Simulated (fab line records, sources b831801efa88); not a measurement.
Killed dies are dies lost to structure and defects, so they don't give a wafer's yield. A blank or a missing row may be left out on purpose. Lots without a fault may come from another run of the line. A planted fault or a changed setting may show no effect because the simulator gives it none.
fab line records | flow sky130 | part 2 of 2: steps 28 to 36 of 36
record lots=5 wafers=15 last_day=49
route steps=708 shown METAL3@566 VIA3@573 METAL4@598
lots that met no fault: from a run of the same line without faults
start_h: hours from the record's first day to the start of the lot's first wafer shown | wait_h: hours since the lot's step before | " the same as in the row above | L1.1+2: a row that stands for several wafers | - no value, or no start given | * or withheld: withheld | < > ~ a bound
route shown NAME@n: a module of which the file shows steps, and the number in the route of the first | usual: mean/standard deviation of fault-free wafers | same: alike in all rows | chamber/n: place in a boat | sites: the reading at each site | _std_site: their standard deviation | _edge_site: outer sites' mean less inner sites' | radius_mm: how far each site lies from the wafer's centre | mask NAME#n: copy n | behind: the tool/chamber that last shaped the wafer | hold: why the lot was held/for how many hours/how that ended | device: the transistor (n, p or np) that didn't switch | end of line: the same wafers' tests at the end of the route | a step without rows: its recipe alone | killed: dies lost to structure and defects at the first sort, not the wafer's yield | map: a wafer's dies, x killed, . not, _ none there
set.NAME: the setting as run; set.NAME@STEP: as run at that earlier step | model.NAME: the simulator's own value behind a step, which no gauge read
lots at some steps of the route; a table a step, a row a wafer
services: from which hour (start_h, from the record's first day; less than 0 if before it) a tool's chamber was out of use, for how many hours, and why
## steps
# step SKY_VIA3_SPUTTER_20
# recipe material=TiN target_thk_nm=20 chamber_pressure_pa=5 power_w=4000 time_s=80
# usual chamber_pressure_pa=5.001/0.01 throttle_valve_pct=30.6/1.1
# columns lot.wafer tool chamber start_h wait_h chamber_pressure_pa throttle_valve_pct
L081.1 pvd_sputter-02 - 983.11 0.0 4.978 28.8
L081.2 " - " " 5.003 31.0
L081.6 " - " " 5.010 31.4
L082.2 pvd_sputter-02 - 991.77 0.0 5.002 28.8
L082.4 " - " " 4.999 30.4
L082.5 " - " " 5.016 30.4
L086.1 pvd_sputter-03 - 1025.97 0.0 5.004 30.1
L086.5 " - " " 5.001 29.8
L086.6 " - " " 4.995 30.8
L089.3 pvd_sputter-03 - 1038.44 0.0 5.008 29.9
L089.5 " - " " 5.021 30.0
L089.6 " - " " 5.006 29.4
L092.1 pvd_sputter-02 - 1053.04 0.0 5.004 32.4
L092.5 " - " " 5.009 30.4
L092.6 " - " " 4.989 31.0
# step SKY_VIA3_CVD_21
# recipe material=W target_thk_nm=390 time_s=117.31 temp_c=400 pressure_torr=40
# usual heater_power_w=789/18
# columns lot.wafer tool chamber start_h wait_h heater_power_w
L081.1 cvd_w-01 0 983.17 0.0 785
L081.2 " 1 " " 797
L081.6 " 0 " " 756
L082.2 cvd_w-02 0 991.83 0.0 768
L082.4 " 1 " " 821
L082.5 " 0 " " 738
L086.1 cvd_w-02 1 1026.03 0.0 813
L086.5 " 1 " " 814
L086.6 " 0 " " 767
L089.3 cvd_w-02 0 1038.54 0.1 774
L089.5 " 0 " " 773
L089.6 " 1 " " 803
L092.1 cvd_w-01 1 1053.10 0.0 817
L092.5 " 0 " " 786
L092.6 " 1 " " 821
# step SKY_VIA3_RS_MEAS_22
# recipe thk_meas_gauge=four-point-probe reads=W_of_VIA3_CVD_21+TiN_of_VIA3_SPUTTER_20
# usual VIA3_W_RS=0.295/0.0046
# columns lot.wafer tool chamber start_h wait_h VIA3_W_RS[ohm/sq]
L081.1 film_metro-02 - 983.29 0.1 0.298
L081.2 " - " " 0.292
L081.6 " - " " 0.298
L082.2 film_metro-04 - 991.97 0.1 0.296
L082.4 " - " " 0.302
L082.5 " - " " 0.296
L086.1 film_metro-02 - 1026.16 0.1 0.299
L086.5 " - " " 0.295
L086.6 " - " " 0.293
L089.3 film_metro-04 - 1038.67 0.1 0.290
L089.5 " - " " 0.290
L089.6 " - " " 0.295
L092.1 film_metro-02 - 1053.22 0.1 0.290
L092.5 " - " " 0.294
L092.6 " - " " 0.289
# step SKY_VIA3_THK_MEAS_23
# recipe thk_meas_gauge=xrf reads=W_of_VIA3_CVD_21
# usual VIA3_W_THK=389/6.3
# columns lot.wafer tool chamber start_h wait_h VIA3_W_THK[nm]
L081.1 film_metro-02 - 983.41 0.1 383
L081.2 " - " " 390
L081.6 " - " " 384
L082.2 film_metro-04 - 992.08 0.1 385
L082.4 " - " " 379
L082.5 " - " " 384
L086.1 film_metro-02 - 1026.28 0.1 382
L086.5 " - " " 389
L086.6 " - " " 389
L089.3 film_metro-04 - 1038.77 0.1 399
L089.5 " - " " 399
L089.6 " - " " 393
L092.1 film_metro-02 - 1053.34 0.1 392
L092.5 " - " " 390
L092.6 " - " " 394
# step SKY_VIA3_CMP_24
# recipe stop_on=SiO2 t_overpolish_s=20 down_force_psi=3.5 platen_rpm=60 target_thk_nm=0 pad_velocity_m_s=0.94248
# usual motor_current_A=10.9/1.1 overpolish_run_s=20.000/0.0088 time_to_endpoint_s=95/4.6
# same t_overpolish_s=20
# columns lot.wafer tool chamber start_h wait_h motor_current_A overpolish_run_s time_to_endpoint_s
L081.1 cmp-02 3 983.57 0.1 11.4 20.004 94
L081.2 " 0 " " 11.8 20.002 96
L081.6 " 1 " " 11.1 19.997 95
L082.4 cmp-01 2 992.18 0.1 8.1 19.990 92
L082.2 " 3 " " 11.1 20.000 97
L082.5 " 1 " " 10.2 19.982 104
L086.1 cmp-02 1 1026.49 0.2 11.8 19.990 90
L086.6 " 2 " " 11.3 19.992 97
L086.5 " 3 " " 11.7 19.999 94
L089.3 cmp-02 0 1038.81 0.0 12.0 20.027 92
L089.5 " 0 " " 11.3 19.987 95
L089.6 " 1 " " 11.2 20.010 93
L092.1 cmp-01 0 1053.50 0.1 11.5 19.995 99
L092.5 " 2 " " 8.2 19.991 95
L092.6 " 3 " " 11.4 19.984 95
# step SKY_METAL4_SPUTTER_00
# recipe material=Ti target_thk_nm=15 power_w=3000 time_s=10 chamber_pressure_pa=0.4
# usual chamber_pressure_pa=0.4001/0.00082 throttle_valve_pct=30.1/0.78
# columns lot.wafer tool chamber start_h wait_h chamber_pressure_pa throttle_valve_pct
L081.1 pvd_sputter-04 - 983.77 0.1 0.4005 30.0
L081.2 " - " " 0.4007 29.4
L081.6 " - " " 0.4002 30.1
L082.2 pvd_sputter-03 - 992.43 0.1 0.4003 29.7
L082.4 " - " " 0.4008 31.1
L082.5 " - " " 0.4006 31.2
L086.1 pvd_sputter-04 - 1026.64 0.1 0.4002 29.3
L086.5 " - " " 0.3991 30.0
L086.6 " - " " 0.3999 30.3
L089.3 pvd_sputter-02 - 1039.11 0.2 0.4005 30.4
L089.5 " - " " 0.4002 30.5
L089.6 " - " " 0.4009 28.7
L092.1 pvd_sputter-04 - 1053.70 0.1 0.3992 30.0
L092.5 " - " " 0.4000 30.3
L092.6 " - " " 0.4000 30.0
# step SKY_METAL4_SPUTTER_01
# recipe material=TiN target_thk_nm=20 power_w=6500 time_s=16.7 chamber_pressure_pa=0.4
# usual chamber_pressure_pa=0.4001/0.00076 throttle_valve_pct=30.2/0.78
# columns lot.wafer tool chamber start_h wait_h chamber_pressure_pa throttle_valve_pct
L081.1 pvd_sputter-04 - 983.80 0.0 0.4003 29.9
L081.2 " - " " 0.4000 29.5
L081.6 " - " " 0.4014 29.6
L082.2 pvd_sputter-03 - 992.45 0.0 0.4014 29.6
L082.4 " - " " 0.4004 31.0
L082.5 " - " " 0.4012 31.1
L086.1 pvd_sputter-04 - 1026.66 0.0 0.3997 29.3
L086.5 " - " " 0.4007 30.1
L086.6 " - " " 0.3995 30.4
L089.3 pvd_sputter-02 - 1039.13 0.0 0.4003 30.6
L089.5 " - " " 0.4006 30.3
L089.6 " - " " 0.4003 28.7
L092.1 pvd_sputter-04 - 1053.72 0.0 0.4010 30.0
L092.5 " - " " 0.4000 30.4
L092.6 " - " " 0.3989 30.1
# step SKY_METAL4_SPUTTER_02
# recipe material=AlCu target_thk_nm=735 power_w=10600 time_s=39.1 chamber_pressure_pa=0.4
# usual chamber_pressure_pa=0.4000/0.00079 throttle_valve_pct=30.2/0.79
# columns lot.wafer tool chamber start_h wait_h chamber_pressure_pa throttle_valve_pct
L081.1 pvd_sputter-04 - 983.82 0.0 0.3998 29.9
L081.2 " - " " 0.4007 29.2
L081.6 " - " " 0.3986 30.1
L082.2 pvd_sputter-03 - 992.48 0.0 0.4000 29.7
L082.4 " - " " 0.4003 31.2
L082.5 " - " " 0.3998 31.1
L086.1 pvd_sputter-04 - 1026.68 0.0 0.4013 29.3
L086.5 " - " " 0.3999 30.2
L086.6 " - " " 0.4007 30.3
L089.3 pvd_sputter-02 - 1039.15 0.0 0.3989 30.7
L089.5 " - " " 0.4000 30.5
L089.6 " - " " 0.3994 28.8
L092.1 pvd_sputter-04 - 1053.75 0.0 0.4010 30.1
L092.5 " - " " 0.4008 30.3
L092.6 " - " " 0.3992 29.9
# step SKY_METAL4_SPUTTER_03
# recipe material=Ti target_thk_nm=5 power_w=3000 time_s=3.3 chamber_pressure_pa=0.4
# usual chamber_pressure_pa=0.4000/0.00082 throttle_valve_pct=30.2/0.77
# columns lot.wafer tool chamber start_h wait_h chamber_pressure_pa throttle_valve_pct
L081.1 pvd_sputter-04 - 983.86 0.0 0.3997 30.0
L081.2 " - " " 0.3983 29.5
L081.6 " - " " 0.4006 30.0
L082.2 pvd_sputter-03 - 992.52 0.0 0.3998 29.5
L082.4 " - " " 0.3997 31.1
L082.5 " - " " 0.3991 31.3
L086.1 pvd_sputter-04 - 1026.72 0.0 0.3987 29.7
L086.5 " - " " 0.4016 30.2
L086.6 " - " " 0.4000 30.5
L089.3 pvd_sputter-02 - 1039.19 0.0 0.4003 30.5
L089.5 " - " " 0.4004 30.6
L089.6 " - " " 0.4018 28.8
L092.1 pvd_sputter-04 - 1053.79 0.0 0.4002 29.8
L092.5 " - " " 0.4004 30.1
L092.6 " - " " 0.4005 30.1
## services
# columns tool chamber start_h hours kind
rie_diel-02 2 937.65 4.1 repair
rie_diel-02 1 939.29 53.1 repair
plasma_asher-04 - 940.01 3.9 repair
rie_diel-03 0 940.75 26.5 repair
rie_diel-02 3 946.06 9.6 repair
rie_metal-03 1 946.09 1.0 repair
krf_scanner-02 - 950.36 1.3 pm
cvd_w-02 - 952.38 0.3 repair
pvd_sputter-04 - 954.05 1.5 repair
krf_scanner-02 - 954.11 1.0 pm
rie_diel-02 3 958.68 11.3 repair
pvd_sputter-03 - 963.17 1.2 repair
cmp-02 - 970.80 5.8 repair
wet_bench-03 - 973.22 1.9 pm
cvd_w-02 - 984.42 6.9 pm
hdpcvd-01 - 984.85 6.0 pm
rie_diel-04 0 999.29 8.2 repair
cvd_w-02 - 1000.79 24.6 repair
rie_metal-04 0 1014.22 18.0 repair
rie_diel-03 2 1017.88 34.3 repair
rie_metal-03 - 1020.39 1.3 repair
krf_scanner-02 - 1023.76 0.8 pm
wet_bench-04 - 1039.95 2.7 repair
pvd_sputter-03 - 1040.02 1.5 repair
